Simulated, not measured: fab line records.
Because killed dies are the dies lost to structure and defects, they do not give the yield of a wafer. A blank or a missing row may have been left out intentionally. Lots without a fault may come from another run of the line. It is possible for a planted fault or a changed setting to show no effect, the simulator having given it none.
fab line records -- flow sky130
record lots=5, wafers=15, last-day=50
route steps=708 shown LDD_HVP@281 LDD_LDN@289
lots with no fault: from the same line, run without faults
start-h: start of the lot's first displayed wafer, in hours after the record's first day -- wait-h: how many hours have passed since the lot's step before this one -- " as in the row above -- L1.1+2: a row that stands for several wafers -- - value missing, or start not given -- * or withheld: withheld -- < > ~ a bound
route shown NAME@n: names a module that has steps shown in the file, with the first one's number in the route -- usual: mean/standard deviation of fault-free wafers -- same: alike in all rows -- chamber/n: place in a boat -- sites: per-site readings -- _std_site: standard deviation across them -- _edge_site: inner sites' mean taken away from outer sites' mean -- radius-mm: for every site, how far away it sits from the centre of the wafer -- mask NAME#n: copy n -- behind: the tool/chamber that last shaped the wafer -- hold: reason for holding the lot/hours on hold/outcome of the hold -- device: transistor that didn't switch, given as n, p or np -- end of line: the same wafers' tests at the end of the route -- where a step has no rows: the recipe by itself -- killed: dies lost to structure and defects at the first sort, not the wafer's yield -- map: shows each die of a wafer: x if killed, . if not, _ if none is there
set.NAME: the setting as run; set.NAME@STEP: as run at that earlier step -- model.NAME: the simulator's own value behind a step, which no gauge read
a table for each step, a row for each wafer; lots at some steps of the route
services: a tool's chamber out of use, with start hour (start-h, from the record's first day; less than 0 if before it), hours out, and reason
## steps
# step SKY_LDD_HVP_SOFTBAKE_03
# recipe temp-c=90, time-s=60, resist=NOVOLAK
# step SKY_LDD_HVP_EXPOSE_04
# recipe mask-id=HVPTM, na=0.6, source-shape=conventional, sigma-outer=0.6, polarization=unpolarized, target-cd-nm=700, dose-mj=86
# step SKY_LDD_HVP_PEB_05
# recipe temp-c=withheld, time-s=*, resist=NOVOLAK
# step SKY_LDD_HVP_DEVELOP_06
# recipe resist=NOVOLAK, developer=TMAH, develop-time-s=60, dev-temp-c=23
# step SKY_LDD_HVP_OVL_MEAS_07
# usual LDD_HVP_OVL=0.0/1.3
lot.wafer,tool,chamber,start-h,wait-h,LDD_HVP_OVL[nm]
L882.2,overlay-01,-,534.28,0.1,-1.4
L882.5,overlay-01,-,534.28,0.1,0.2
L882.6,overlay-01,-,534.28,0.1,-0.8
L892.1,overlay-01,-,610.74,0.1,0.4
L892.2,overlay-01,-,610.74,0.1,0.8
L892.4,overlay-01,-,610.74,0.1,-0.1
L894.2,overlay-02,-,633.08,0.1,0.7
L894.3,overlay-02,-,633.08,0.1,-0.5
L894.6,overlay-02,-,633.08,0.1,0.6
L895.3,overlay-02,-,650.76,0.1,-0.8
L895.5,overlay-02,-,650.76,0.1,0.3
L895.6,overlay-02,-,650.76,0.1,-1.6
L900.4,overlay-01,-,672.44,0.1,1.6
L900.5,overlay-01,-,672.44,0.1,1.2
L900.6,overlay-01,-,672.44,0.1,1.2
# step SKY_LDD_HVP_IMPLANT_08
# recipe species=B, energy-kev=20, dose-cm2=1.7e+13, tilt-deg=17.9
# step SKY_LDD_HVP_STRIP_09
# recipe chemistry=O2/N2, power-w=1400, pressure-mtorr=1500, platen-temp-c=withheld, o2-flow-sccm=3000, n2-flow-sccm=300, overash-fraction=0.5
# usual drypump-motor-current-A=6.1/0.45, oes-product-au=0.408/0.0041, strip-time-to-endpoint-s=4.137/0.02
lot.wafer,tool,chamber,start-h,wait-h,drypump-motor-current-A,oes-product-au,rf-hours-counter-h,strip-time-to-endpoint-s
L882.2,plasma-asher-01,1,534.46,0.1,5.7,0.404,77,4.130
L882.5,plasma-asher-01,1,534.46,0.1,5.7,0.411,-,4.126
L882.6,plasma-asher-01,0,534.46,0.1,6.7,0.405,-,4.139
L892.1,plasma-asher-02,0,610.93,0.1,5.4,0.409,84,4.149
L892.2,plasma-asher-02,1,610.93,0.1,6.2,0.404,84,4.160
L892.4,plasma-asher-02,0,610.93,0.1,5.4,0.412,-,4.147
L894.2,plasma-asher-04,0,633.26,0.1,5.9,0.405,19,4.164
L894.3,plasma-asher-04,1,633.26,0.1,6.4,0.410,-,4.159
L894.6,plasma-asher-04,1,633.26,0.1,6.4,0.409,-,4.170
L895.3,plasma-asher-04,0,650.96,0.1,5.9,0.407,-,4.151
L895.5,plasma-asher-04,1,650.96,0.1,6.4,0.409,-,4.145
L895.6,plasma-asher-04,0,650.96,0.1,5.9,0.406,-,4.157
L900.4,plasma-asher-02,0,672.65,0.1,5.4,0.413,-,4.147
L900.5,plasma-asher-02,0,672.65,0.1,5.4,0.407,-,4.151
L900.6,plasma-asher-02,1,672.65,0.1,6.2,0.413,-,4.144
# step SKY_LDD_HVP_TW_MEAS_10
# usual LDD_HVP_TW=459/6.5
lot.wafer,tool,chamber,start-h,wait-h,LDD_HVP_TW
L882.2,film-metro-03,-,534.57,0.1,459
L882.5,film-metro-03,-,534.57,0.1,459
L882.6,film-metro-03,-,534.57,0.1,457
L892.1,film-metro-03,-,611.03,0.1,459
L892.2,film-metro-03,-,611.03,0.1,460
L892.4,film-metro-03,-,611.03,0.1,458
L894.2,film-metro-04,-,633.37,0.1,454
L894.3,film-metro-04,-,633.37,0.1,454
L894.6,film-metro-04,-,633.37,0.1,456
L895.3,film-metro-01,-,651.05,0.1,467
L895.5,film-metro-01,-,651.05,0.1,467
L895.6,film-metro-01,-,651.05,0.1,471
L900.4,film-metro-03,-,672.74,0.1,460
L900.5,film-metro-03,-,672.74,0.1,460
L900.6,film-metro-03,-,672.74,0.1,458
# step SKY_LDD_LDN_DEHYDRATE_00
# recipe temp-c=200, time-s=60
# step SKY_LDD_LDN_HMDS_01
# recipe prime-time-s=60, prime-temp-c=120
# step SKY_LDD_LDN_COAT_02
# recipe resist=NOVOLAK, spin-rpm=3000, resist-thk-nm=1140
# step SKY_LDD_LDN_SOFTBAKE_03
# recipe temp-c=90, time-s=60, resist=NOVOLAK
# step SKY_LDD_LDN_EXPOSE_04
# recipe mask-id=LDNTM, na=0.6, source-shape=conventional, sigma-outer=0.6, polarization=unpolarized, target-cd-nm=700, dose-mj=140
lot.wafer,tool,chamber,start-h,wait-h,mask
L882.2+5+6,iline-stepper-02,0,548.97,-,LDNTM#0
L892.1+2+4,iline-stepper-01,0,626.17,-,LDNTM_R1#0
L894.2+3+6,iline-stepper-02,0,647.65,-,LDNTM#0
L895.3+5+6,iline-stepper-02,0,665.24,-,LDNTM#0
L900.4+5+6,iline-stepper-01,0,686.95,-,LDNTM#0
# step SKY_LDD_LDN_PEB_05
# recipe temp-c=withheld, time-s=*, resist=NOVOLAK
## services
tool,chamber,start-h,hours,kind
plasma-asher-04,-,516.89,4.4,repair
plasma-asher-04,-,543.78,4.3,repair
plasma-asher-02,-,555.92,4.4,repair
plasma-asher-04,-,575.93,6.8,repair
iline-stepper-02,-,605.23,1.7,pm
plasma-asher-02,-,620.35,14.6,pm
iline-stepper-02,-,686.16,6.8,repair
## key
first-sign step=SKY_LDD_LDN_EXPOSE_04, reading=mask, direction=changed
effect none on later readings
met-at SKY_LDD_LDN_EXPOSE_04
struck-wafers L892.1,L892.2,L892.4
sort-left-out L892.1,L892.2,L892.4
tester-left-out L892
fault kind=wrong-mask, tool=any, chamber=-, onset-h=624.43, steps=SKY_LDD_LDN_EXPOSE_04, aux-copy=LDNTM_R1#0, cd-offset-nm=105, scope=struck-lots-only
# tester-left-out: of these lots the tester's yield and bins aren't shown, on N5 and GAA mostly nor the transistor test; their killed dies are dies lost to structure and defects alone, not to doping, threshold or leakage, so they don't give the yield
# sort-left-out: the simulated sort isn't trusted on such a fault, so these wafers' sort isn't shown, and their yield isn't known
